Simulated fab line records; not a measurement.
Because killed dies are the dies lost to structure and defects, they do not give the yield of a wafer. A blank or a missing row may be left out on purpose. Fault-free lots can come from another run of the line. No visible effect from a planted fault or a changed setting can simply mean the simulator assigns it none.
Which of the tools did it? + flow gf180mcu + Sampling: 14 lots, 42 wafers, 4 of 602 route steps

## WHAT THE GAUGES READ, wafer by wafer
GF_PASSIVATION_BOW_MEAS_14. Usual: PASSIVATION_BOW typically reads 135 um, with standard deviation 11.
| lot  | measured     | on            | PASSIVATION_BOW (um) | flag |
|------|--------------|---------------|----------------------|------|
| L919 | day 29 01:53 | film metro-01 | 130 139 141          |      |
| L922 | day 30 08:13 | film metro-03 | 123 122 125          |      |
| L923 | day 30 18:28 | film metro-04 | 130 126 129          |      |
| L924 | day 31 08:16 | film metro-03 | 118 109 108          |      |
| L925 | day 31 11:37 | film metro-03 | 146 143 135          |      |
| L926 | day 31 12:36 | film metro-01 | 114 129 123          |      |
| L927 | day 31 19:51 | film metro-04 | 145 139 137          |      |
| L935 | day 33 16:18 | film metro-04 | 140 138 143          |      |
| L936 | day 33 21:29 | film metro-01 | 143 151 137          |      |
| L938 | day 34 09:05 | film metro-04 | 140 146 139          |      |
| L939 | day 34 14:20 | film metro-03 | 127 149 139          |      |
| L940 | day 34 22:59 | film metro-03 | 131 128 132          |      |
| L941 | day 35 01:15 | film metro-04 | 132 131 140          |      |
| L942 | day 35 04:38 | film metro-04 | 117 113 112          |      |

## EACH LOT AND THE TOOL THAT RAN IT (in order: tool; ch and the chambers of the sampled wafers; start)
| lot  | GF_V1_STRIP_19                  | GF_TOP_METAL_SPUTTER_04      | GF_PASSIVATION_CVD_02           |
|------|---------------------------------|------------------------------|---------------------------------|
| L919 | wet bench-04 ch 2, day 18 03:51 | pvd sputter-02, day 27 07:44 | pecvd-02 ch 0,1,2, day 28 04:59 |
| L922 | wet bench-02 ch 1, day 19 18:27 | pvd sputter-03, day 28 14:26 | pecvd-02 ch 0,2, day 29 10:44   |
| L923 | wet bench-04 ch 1, day 20 05:25 | pvd sputter-03, day 29 00:52 | pecvd-04 ch 0,2, day 29 21:23   |
| L924 | wet bench-02 ch 0, day 20 22:10 | pvd sputter-03, day 29 15:53 | pecvd-04 ch 0,1, day 30 11:55   |
| L925 | wet bench-04 ch 0, day 21 03:43 | pvd sputter-04, day 29 19:36 | pecvd-04 ch 0,1, day 30 15:22   |
| L926 | wet bench-04 ch 1, day 21 04:40 | pvd sputter-03, day 29 20:47 | pecvd-04 ch 0,1, day 30 16:00   |
| L927 | wet bench-04 ch 3, day 21 14:42 | pvd sputter-04, day 30 03:36 | pecvd-04 ch 1,2, day 30 23:15   |
| L935 | wet bench-02 ch 0, day 24 07:27 | pvd sputter-02, day 32 05:20 | pecvd-04 ch 0,1,2, day 32 22:20 |
| L936 | wet bench-03 ch 3, day 24 13:54 | pvd sputter-02, day 32 10:14 | pecvd-04 ch 0,1, day 33 03:29   |
| L938 | wet bench-04 ch 3, day 25 04:58 | pvd sputter-03, day 32 22:55 | pecvd-04 ch 0,2, day 33 15:38   |
| L939 | wet bench-04 ch 0, day 25 12:09 | pvd sputter-04, day 33 04:54 | pecvd-04 ch 0,1, day 33 21:26   |
| L940 | wet bench-04 ch 1, day 25 22:54 | pvd sputter-03, day 33 14:05 | pecvd-04 ch 0,1,2, day 34 06:05 |
| L941 | wet bench-03 ch 1, day 26 02:49 | pvd sputter-02, day 33 15:49 | pecvd-04 ch 0,1,2, day 34 08:40 |
| L942 | wet bench-02 ch 0, day 26 09:52 | pvd sputter-02, day 33 21:01 | pecvd-04 ch 0,1,2, day 34 12:14 |
- GF_V1_STRIP_19: strips in post etch residue remover, time 1200 s.
- GF_TOP_METAL_SPUTTER_04: material TiN, target thk 25 nm, time 20.8 s.
- GF_PASSIVATION_CVD_02: deposits Si3N4, target thk 700 nm, time 486.18 s.

## AS READ BY THE TOOLS THEMSELVES (means over the sampled wafers that have a number; for cases with no such wafer, the mark the record gives instead)
GF_V1_STRIP_19. Usual: bath guard temp C at 72.5 C, with a standard deviation of 0.59.
| lot  | tool         | bath guard temp C (C) | flag |
|------|--------------|-----------------------|------|
| L919 | wet bench-04 | 73.2                  |      |
| L922 | wet bench-02 | 73.3                  |      |
| L923 | wet bench-04 | 72.6                  |      |
| L924 | wet bench-02 | 71.5                  |      |
| L925 | wet bench-04 | 72.0                  |      |
| L926 | wet bench-04 | 72.5                  |      |
| L927 | wet bench-04 | 72.9                  |      |
| L935 | wet bench-02 | 71.5                  |      |
| L936 | wet bench-03 | 72.5                  |      |
| L938 | wet bench-04 | 72.9                  |      |
| L939 | wet bench-04 | 72.1                  |      |
| L940 | wet bench-04 | 72.7                  |      |
| L941 | wet bench-03 | 72.3                  |      |
| L942 | wet bench-02 | 71.7                  |      |

GF_TOP_METAL_SPUTTER_04. Usual: throttle valve pct at 29.6 %, with a standard deviation of 1.1.
| lot  | tool           | throttle valve pct (%) | flag |
|------|----------------|------------------------|------|
| L919 | pvd sputter-02 | 29.0                   |      |
| L922 | pvd sputter-03 | 30.5                   |      |
| L923 | pvd sputter-03 | 30.1                   |      |
| L924 | pvd sputter-03 | 30.6                   |      |
| L925 | pvd sputter-04 | 28.9                   |      |
| L926 | pvd sputter-03 | 30.1                   |      |
| L927 | pvd sputter-04 | 29.1                   |      |
| L935 | pvd sputter-02 | 30.2                   |      |
| L936 | pvd sputter-02 | 29.6                   |      |
| L938 | pvd sputter-03 | 30.1                   |      |
| L939 | pvd sputter-04 | 29.0                   |      |
| L940 | pvd sputter-03 | 30.3                   |      |
| L941 | pvd sputter-02 | 30.2                   |      |
| L942 | pvd sputter-02 | 29.2                   |      |

GF_PASSIVATION_CVD_02. Usual: heater power w at 712 W, with a standard deviation of 80.
| lot  | tool     | heater power w (W) | flag |
|------|----------|--------------------|------|
| L919 | pecvd-02 | 754                |      |
| L922 | pecvd-02 | 772                |      |
| L923 | pecvd-04 | 627                |      |
| L924 | pecvd-04 | 695                |      |
| L925 | pecvd-04 | 671                |      |
| L926 | pecvd-04 | 704                |      |
| L927 | pecvd-04 | 724                |      |
| L935 | pecvd-04 | 733                |      |
| L936 | pecvd-04 | 703                |      |
| L938 | pecvd-04 | 631                |      |
| L939 | pecvd-04 | 705                |      |
| L940 | pecvd-04 | 674                |      |
| L941 | pecvd-04 | 689                |      |
| L942 | pecvd-04 | 659                |      |

## THE ANSWER, worked out from the rows above alone
Rule: take the mean of a lot's wafers that have a number; if it is more than 3 standard deviations from the usual mean, the lot is off. Also off: a lot with no number at a reading for which 4 or more lots have one. Any other lot the step has rows for is counted as sound. First the gauges in route order, then the tools' own readings, where a lot's mean is used as printed above. At the first step where some lot is off, the reading lying furthest off is the one used; lots without a number count as furthest.
Nothing can be told from this: no lot is off at any reading shown.

## WHAT THE SIMULATOR HAD INSERTED
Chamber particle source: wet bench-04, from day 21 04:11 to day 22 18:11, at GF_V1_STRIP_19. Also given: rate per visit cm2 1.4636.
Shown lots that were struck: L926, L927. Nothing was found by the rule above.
